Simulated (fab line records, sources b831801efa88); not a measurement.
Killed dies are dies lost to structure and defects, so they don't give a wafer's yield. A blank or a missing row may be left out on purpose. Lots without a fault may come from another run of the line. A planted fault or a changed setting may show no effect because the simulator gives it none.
fab line records | flow sky130
record lots=15 wafers=42 last_day=50
route steps=708 shown LI_CONTACT@375 LOCAL_INTERCONNECT@392 CONTACT@407
lots that met no fault: from a run of the same line without faults
start_h: hours from the record's first day to the start of the lot's first wafer shown | wait_h: hours since the lot's step before | " the same as in the row above | L1.1+2: a row that stands for several wafers | - no value, or no start given | * or withheld: withheld | < > ~ a bound
route shown NAME@n: a module of which the file shows steps, and the number in the route of the first | usual: mean/standard deviation of fault-free wafers | same: alike in all rows | chamber/n: place in a boat | sites: the reading at each site | _std_site: their standard deviation | _edge_site: outer sites' mean less inner sites' | radius_mm: how far each site lies from the wafer's centre | mask NAME#n: copy n | behind: the tool/chamber that last shaped the wafer | hold: why the lot was held/for how many hours/how that ended | device: the transistor (n, p or np) that didn't switch | end of line: the same wafers' tests at the end of the route | a step without rows: its recipe alone | killed: dies lost to structure and defects at the first sort, not the wafer's yield | map: a wafer's dies, x killed, . not, _ none there
set.NAME: the setting as run; set.NAME@STEP: as run at that earlier step | model.NAME: the simulator's own value behind a step, which no gauge read
steps of the route over a sample of lots; a table a step, a row a wafer
services: from which hour (start_h, from the record's first day; less than 0 if before it) a tool's chamber was out of use, for how many hours, and why
## steps
# step SKY_LI_CONTACT_OVL_MEAS_13
# usual LI_CONTACT_OVL=0/5.2
# columns lot.wafer tool chamber start_h wait_h LI_CONTACT_OVL[nm]
L707.2 overlay-01 - 656.60 0.1 6
L707.4 " - " " 4
L707.6 " - " " 6
L708.2 overlay-02 - 669.83 0.1 -2
L708.3 " - " " -8
L708.6 " - " " -5
L709.3 overlay-02 - 675.29 0.1 9
L709.4 " - " " 5
L709.5 " - " " 6
L711.1 overlay-02 - 701.70 0.1 3
L711.2 " - " " 0
L711.6 " - " " 0
L712.2 overlay-02 - 703.40 0.1 4
L712.4 " - " " 1
L712.5 " - " " -1
L713.1 overlay-01 - 711.35 0.1 1
L713.3 " - " " 0
L713.6 " - " " 4
L716.2 overlay-02 - 741.05 0.1 1
L716.3 " - " " 3
L716.4 " - " " 5
L717.4 overlay-01 - 748.18 0.1 3
L717.5 " - " " 0
L717.6 " - " " 3
L719.1 overlay-01 - 762.60 0.1 -3
L719.2 " - " " 0
L719.3 " - " " 2
L720.1 overlay-01 - 788.90 0.1 -4
L720.3 " - " " -4
L720.5 " - " " -11
L723.2 overlay-01 - 829.72 0.1 -4
L723.6 " - " " 3
L724.5 overlay-02 - 830.87 0.0 3
L724.6 " - " " 4
L728.1 overlay-02 - 856.34 0.1 4
L728.3 " - " " 1
L728.4 " - " " 6
L727.2 overlay-01 - 862.60 0.1 -7
L727.4 " - " " -4
L730.1 overlay-01 - 865.55 0.1 3
L730.3 " - " " 2
L730.6 " - " " 0
# step SKY_LOCAL_INTERCONNECT_COAT_05
# recipe resist=BARC temp_c=withheld time_s=withheld spin_rpm=3000 resist_thk_nm=60
# usual chill_plate_temp_C=* dispense_pressure_kPa=48.5/1.7
# columns lot.wafer tool chamber start_h wait_h chill_plate_temp_C dispense_pressure_kPa
L707.2 litho_track-01 0 672.37 0.1 * 46.3
L707.4 " 0 " " * 46.3
L707.6 " 0 " " * 46.3
L708.2 litho_track-01 0 683.37 0.1 * 46.3
L708.3 " 0 " " * 46.3
L708.6 " 0 " " * 46.3
L709.3 litho_track-03 0 690.03 0.1 * 49.8
L709.4 " 0 " " * 49.8
L709.5 " 0 " " * 49.8
L711.1 litho_track-02 0 715.82 0.1 * 49.9
L711.2 " 0 " " * 49.9
L711.6 " 0 " " * 49.9
L712.2 litho_track-01 0 717.92 0.1 * 46.3
L712.4 " 0 " " * 46.3
L712.5 " 0 " " * 46.3
L713.1 litho_track-01 0 726.99 0.1 * 46.3
L713.3 " 0 " " * 46.3
L713.6 " 0 " " * 46.3
L716.2 litho_track-01 0 756.17 0.1 * 46.3
L716.3 " 0 " " * 46.3
L716.4 " 0 " " * 46.3
L717.4 litho_track-01 0 762.57 0.1 * 46.3
L717.5 " 0 " " * 46.3
L717.6 " 0 " " * 46.3
L719.1 litho_track-01 0 776.64 0.1 * 46.3
L719.2 " 0 " " * 46.3
L719.3 " 0 " " * 46.3
L720.1 litho_track-03 0 802.98 0.1 * 49.8
L720.3 " 0 " " * 49.9
L720.5 " 0 " " * 49.8
L723.2 litho_track-03 0 844.16 0.1 * 49.8
L723.6 " 0 " " * 49.8
L724.5 litho_track-03 0 845.03 0.1 * 49.8
L724.6 " 0 " " * 49.8
L728.1 litho_track-02 0 871.22 0.1 * 49.9
L728.3 " 0 " " * 49.9
L728.4 " 0 " " * 49.9
L727.2 litho_track-03 0 876.51 0.1 * 49.8
L727.4 " 0 " " * 49.8
L730.1 litho_track-02 0 879.02 0.1 * 49.9
L730.3 " 0 " " * 49.9
L730.6 " 0 " " * 49.9
# step SKY_LOCAL_INTERCONNECT_ETCH_13
# recipe chemistry=N2/H2 target=BARC ion_energy_ev=200 bias_w=100 pressure_mtorr=30 n2_flow_sccm=100 h2_flow_sccm=200 icp_w=500 stop_on=SiO2 time_s=45.9 target_depth_a=600
# usual drypump_motor_current_A=5.9/0.45 n2_flow_sccm=99.96/0.27 oes_product_au=0.855/0.0047 throttle_valve_pct=13.226/0.0088
# columns lot.wafer tool chamber start_h wait_h drypump_motor_current_A n2_flow_sccm oes_product_au rf_hours_counter_h throttle_valve_pct
L707.2 rie_metal-02 0 686.22 0.0 5.4 100.21 0.853 - 13.205
L707.4 " 0 " " 5.4 100.41 0.861 - 13.243
L707.6 " 0 " " 5.4 100.20 0.850 - 13.244
L708.2 rie_metal-01 1 697.99 0.0 5.5 100.11 0.847 2 13.223
L708.3 " 1 " " 5.5 100.09 0.855 - 13.216
L708.6 " 1 " " 5.5 99.90 0.849 - 13.239
L709.3 rie_metal-02 1 704.76 0.0 6.1 100.04 0.855 - 13.224
L709.4 " 0 " " 5.4 100.15 0.850 - 13.208
L709.5 " 0 " " 5.4 99.96 0.856 - 13.243
L711.1 rie_metal-03 0 730.59 0.0 6.2 100.01 0.859 11 13.211
L711.2 " 1 " " 6.8 99.46 0.847 14 13.229
L711.6 " 1 " " 6.8 99.48 0.848 - 13.230
L712.2 rie_metal-02 0 732.44 0.0 5.4 99.97 0.857 12 13.220
L712.4 " 0 " " 5.3 100.10 0.851 - 13.219
L712.5 " 0 " " 5.4 99.88 0.856 - 13.218
L713.1 rie_metal-01 1 740.29 0.0 5.5 99.93 0.852 4 13.230
L713.3 " 0 " " 5.7 100.26 0.854 - 13.228
L713.6 " 0 " " 5.7 99.71 0.850 - 13.227
L716.2 rie_metal-02 0 769.38 0.0 5.3 100.07 0.858 13 13.236
L716.3 " 1 " " 6.1 99.91 0.853 - 13.226
L716.4 " 0 " " 5.3 99.95 0.852 - 13.228
L717.4 rie_metal-01 1 775.95 0.0 5.5 100.38 0.865 - 13.220
L717.5 " 0 " " 5.7 100.52 0.859 - 13.233
L717.6 " 1 " " 5.5 100.11 0.853 - 13.214
L719.1 rie_metal-02 1 790.20 0.0 6.1 99.92 0.856 3 13.215
L719.2 " 0 " " 5.4 99.64 0.853 14 13.228
L719.3 " 0 " " 5.4 99.89 0.857 - 13.232
L720.1 rie_metal-03 0 816.89 0.0 6.1 99.95 0.858 16 13.227
L720.3 " 0 " " 6.1 100.13 0.852 - 13.231
L720.5 " 0 " " 6.1 100.12 0.856 - 13.240
L723.2 rie_metal-01 0 856.73 0.0 5.7 99.61 0.960 3 13.242
L723.6 " 0 " " 5.7 99.75 0.945 - 13.228
L724.5 rie_metal-03 0 857.88 0.0 6.1 99.79 0.856 - 13.224
L724.6 " 1 " " 6.8 100.06 0.950 - 13.227
L728.1 rie_metal-01 1 883.40 0.0 5.5 99.35 0.845 9 13.233
L728.3 " 1 " " 5.6 99.74 0.853 - 13.218
L728.4 " 0 " " 5.7 99.56 0.858 - 13.226
L727.2 rie_metal-01 0 890.49 0.0 5.7 100.34 0.956 5 13.224
L727.4 " 1 " " 5.5 99.86 0.847 - 13.233
L730.1 rie_metal-03 1 892.60 0.0 6.8 100.15 0.859 4 13.252
L730.3 " 0 " " 6.1 99.87 0.854 - 13.220
L730.6 " 0 " " 6.1 100.15 0.855 - 13.233
# step SKY_LOCAL_INTERCONNECT_STRIP_15
# recipe chemistry=O2/N2 power_w=1400 pressure_mtorr=1500 platen_temp_c=withheld o2_flow_sccm=3000 n2_flow_sccm=300 overash_fraction=0.5
# usual drypump_motor_current_A=5.9/0.38 n2_flow_sccm=299.9/0.97 oes_product_au=0.427/0.005 strip_time_to_endpoint_s=4.730/0.019
# columns lot.wafer tool chamber start_h wait_h drypump_motor_current_A n2_flow_sccm oes_product_au rf_hours_counter_h strip_time_to_endpoint_s
L707.2 plasma_asher-02 1 686.43 0.1 6.1 300.6 0.435 88 4.734
L707.4 " 0 " " 6.0 298.1 0.427 - 4.742
L707.6 " 0 " " 6.0 300.0 0.426 - 4.731
L708.2 plasma_asher-04 0 698.14 0.0 5.8 299.7 0.424 26 4.716
L708.3 " 1 " " 5.7 299.1 0.421 - 4.702
L708.6 " 0 " " 5.8 298.7 0.433 - 4.726
L709.3 plasma_asher-01 0 704.89 0.1 5.5 300.3 0.426 - 4.710
L709.4 " 1 " " 6.6 300.7 0.424 - 4.754
L709.5 " 0 " " 5.6 300.5 0.428 - 4.734
L711.1 plasma_asher-02 0 730.70 0.0 6.0 300.1 0.428 92 4.726
L711.2 " 1 " " 6.1 298.6 0.431 92 4.734
L711.6 " 1 " " 6.1 298.9 0.423 - 4.738
L712.2 plasma_asher-01 0 732.55 0.0 5.5 300.3 0.429 103 4.711
L712.4 " 0 " " 5.5 301.0 0.428 - 4.707
L712.5 " 0 " " 5.6 299.4 0.426 - 4.735
L713.1 plasma_asher-04 0 740.40 0.0 5.8 300.9 0.421 30 4.731
L713.3 " 1 " " 5.7 299.2 0.424 - 4.748
L713.6 " 0 " " 5.8 298.4 0.427 - 4.736
L716.2 plasma_asher-01 1 769.49 0.0 6.6 300.1 0.429 3 4.738
L716.3 " 1 " " 6.6 299.9 0.428 - 4.708
L716.4 " 0 " " 5.6 300.4 0.426 - 4.745
L717.4 plasma_asher-01 0 776.08 0.1 5.6 301.0 0.419 - 4.754
L717.5 " 0 " " 5.6 301.2 0.427 - 4.756
L717.6 " 1 " " 6.6 300.5 0.420 - 4.720
L719.1 plasma_asher-01 0 790.31 0.0 5.6 300.2 0.427 5 4.714
L719.2 " 1 " " 6.6 299.3 0.429 5 4.730
L719.3 " 1 " " 6.6 299.3 0.430 - 4.731
L720.1 plasma_asher-01 1 817.00 0.0 6.6 300.1 0.432 7 4.723
L720.3 " 0 " " 5.6 300.0 0.414 - 4.739
L720.5 " 0 " " 5.6 301.0 0.432 - 4.699
L723.2 plasma_asher-04 1 856.84 0.0 5.7 301.7 0.432 42 4.912
L723.6 " 0 " " 5.8 300.1 0.437 - 4.932
L724.5 plasma_asher-04 1 858.02 0.1 5.7 298.0 0.418 - 4.729
L724.6 " 0 " " 5.8 299.3 0.434 - 4.869
L728.1 plasma_asher-01 0 883.51 0.0 5.5 299.3 0.421 15 4.708
L728.3 " 1 " " 6.6 299.0 0.423 - 4.705
L728.4 " 0 " " 5.6 300.5 0.436 - 4.773
L727.2 plasma_asher-04 1 890.60 0.0 5.7 299.9 0.436 46 4.876
L727.4 " 0 " " 5.8 299.8 0.418 - 4.714
L730.1 plasma_asher-04 1 892.71 0.0 5.7 298.9 0.420 46 4.752
L730.3 " 0 " " 5.8 300.5 0.427 - 4.736
L730.6 " 0 " " 5.8 299.9 0.427 - 4.723
# step SKY_CONTACT_THK_MEAS_01
# recipe reads=Si3N4_of_CONTACT_CVD_00
# usual CONTACT_CVD_00_THK=75.1/0.95
# columns lot.wafer tool chamber start_h wait_h CONTACT_CVD_00_THK[nm]
L707.2 film_metro-04 - 687.09 - 74.0
L707.4 " - " " 75.2
L707.6 " - " " 75.1
L708.2 film_metro-02 - 698.78 - 73.9
L708.3 " - " " 74.4
L708.6 " - " " 76.2
L709.3 film_metro-04 - 705.55 - 76.2
L709.4 " - " " 76.7
L709.5 " - " " 76.2
L711.1 film_metro-04 - 731.36 - 75.0
L711.2 " - " " 74.3
L711.6 " - " " 75.3
L712.2 film_metro-03 - 733.19 - 75.9
L712.4 " - " " 76.4
L712.5 " - " " 76.8
L713.1 film_metro-04 - 741.03 - 75.5
L713.3 " - " " 74.7
L713.6 " - " " 76.7
L716.2 film_metro-02 - 770.14 - 74.5
L716.3 " - " " 74.7
L716.4 " - " " 75.0
L717.4 film_metro-03 - 776.70 - 74.6
L717.5 " - " " 75.5
L717.6 " - " " 75.2
L719.1 film_metro-04 - 791.01 - 73.6
L719.2 " - " " 74.3
L719.3 " - " " 73.4
L720.1 film_metro-02 - 817.63 - 75.7
L720.3 " - " " 75.2
L720.5 " - " " 76.4
L723.2 film_metro-04 - 857.48 - 74.4
L723.6 " - " " 74.9
L724.5 film_metro-04 - 858.62 - 75.7
L724.6 " - " " 75.9
L728.1 film_metro-03 - 884.14 - 73.5
L728.3 " - " " 74.8
L728.4 " - " " 75.7
L727.2 film_metro-04 - 891.24 - 73.7
L727.4 " - " " 74.3
L730.1 film_metro-03 - 893.39 - 74.4
L730.3 " - " " 73.9
L730.6 " - " " 75.2
# step SKY_CONTACT_THK_MEAS_03
# recipe reads=SiO2_of_CONTACT_HDPCVD_02
# usual CONTACT_HDPCVD_THK=568/5.6
# columns lot.wafer tool chamber start_h wait_h CONTACT_HDPCVD_THK[nm]
L707.2 film_metro-03 - 687.22 0.0 565
L707.4 " - " " 559
L707.6 " - " " 572
L708.2 film_metro-02 - 698.91 0.0 579
L708.3 " - " " 573
L708.6 " - " " 571
L709.3 film_metro-03 - 705.68 0.1 573
L709.4 " - " " 574
L709.5 " - " " 577
L711.1 film_metro-03 - 731.49 0.0 564
L711.2 " - " " 576
L711.6 " - " " 571
L712.2 film_metro-03 - 733.32 0.0 567
L712.4 " - " " 564
L712.5 " - " " 569
L713.1 film_metro-04 - 741.16 0.0 569
L713.3 " - " " 562
L713.6 " - " " 561
L716.2 film_metro-03 - 770.27 0.0 569
L716.3 " - " " 570
L716.4 " - " " 569
L717.4 film_metro-04 - 776.83 0.0 572
L717.5 " - " " 564
L717.6 " - " " 564
L719.1 film_metro-03 - 791.14 0.0 565
L719.2 " - " " 562
L719.3 " - " " 565
L720.1 film_metro-04 - 817.76 0.0 567
L720.3 " - " " 574
L720.5 " - " " 573
L723.2 film_metro-02 - 857.61 0.0 568
L723.6 " - " " 565
L724.5 film_metro-03 - 858.75 0.0 565
L724.6 " - " " 562
L728.1 film_metro-04 - 884.27 0.0 572
L728.3 " - " " 574
L728.4 " - " " 583
L727.2 film_metro-03 - 891.37 0.0 575
L727.4 " - " " 573
L730.1 film_metro-02 - 893.52 0.0 562
L730.3 " - " " 568
L730.6 " - " " 565
## services
# columns tool chamber start_h hours kind
rie_metal-02 1 661.97 - clean
rie_metal-02 1 661.97 31.3 scheduled_down
rie_metal-02 1 661.97 31.3 vent_cycle
rie_metal-03 - 668.44 0.1 repair
rie_metal-03 - 669.67 17.5 repair
plasma_asher-01 - 697.61 1.4 repair
rie_metal-03 - 703.82 1.4 pm
plasma_asher-01 - 733.75 9.0 pm
plasma_asher-01 0 733.75 9.0 vent_cycle
plasma_asher-01 1 733.75 9.0 vent_cycle
plasma_asher-01 0 742.75 - clean
plasma_asher-01 1 742.75 - clean
plasma_asher-02 - 743.12 15.6 pm
rie_metal-01 0 747.43 - clean
rie_metal-01 0 747.43 28.0 scheduled_down
rie_metal-01 0 747.43 28.0 vent_cycle
plasma_asher-01 - 780.32 0.9 repair
rie_metal-01 - 791.83 0.4 repair
rie_metal-03 1 833.97 4.0 repair
rie_metal-02 0 846.77 - clean
plasma_asher-02 - 856.33 5.3 repair
rie_metal-02 - 870.25 28.1 pm
plasma_asher-02 - 882.39 11.8 repair
plasma_asher-02 - 892.43 0.4 repair
## key
first_sign step=SKY_LOCAL_INTERCONNECT_ETCH_13 reading=oes_product_au direction=up sigmas=21 usual=0.855 struck=0.953
effect step=SKY_LOCAL_INTERCONNECT_STRIP_15 reading=strip_time_to_endpoint_s direction=up sigmas=8.6 usual=* struck=*
met_at SKY_LOCAL_INTERCONNECT_COAT_05
struck_lots L723,L724,L727
struck_wafers L723.2,L723.6,L724.6,L727.2
sort_left_out L723.2,L723.6
tester_left_out L723,L724,L727
not_acting_at SKY_LI_CONTACT_OVL_MEAS_13,SKY_CONTACT_THK_MEAS_01,SKY_CONTACT_THK_MEAS_03
onset_between 802.98 844.16
fault kind=process_parameter_drift tool=litho_track-03 chamber=- onset_h=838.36 steps=SKY_LOCAL_INTERCONNECT_COAT_05 channel=resist_thk_nm offset=12.432 shape=step end_h=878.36 scope=struck_wafers_only acts_in=these_recipes_only stated=60
# tester_left_out: of these lots the tester's yield and bins aren't shown, on N5 and GAA mostly nor the transistor test; their killed dies are dies lost to structure and defects alone, not to doping, threshold or leakage, so they don't give the yield
# sort_left_out: the simulated sort isn't trusted on such a fault, so these wafers' sort isn't shown, and their yield isn't known
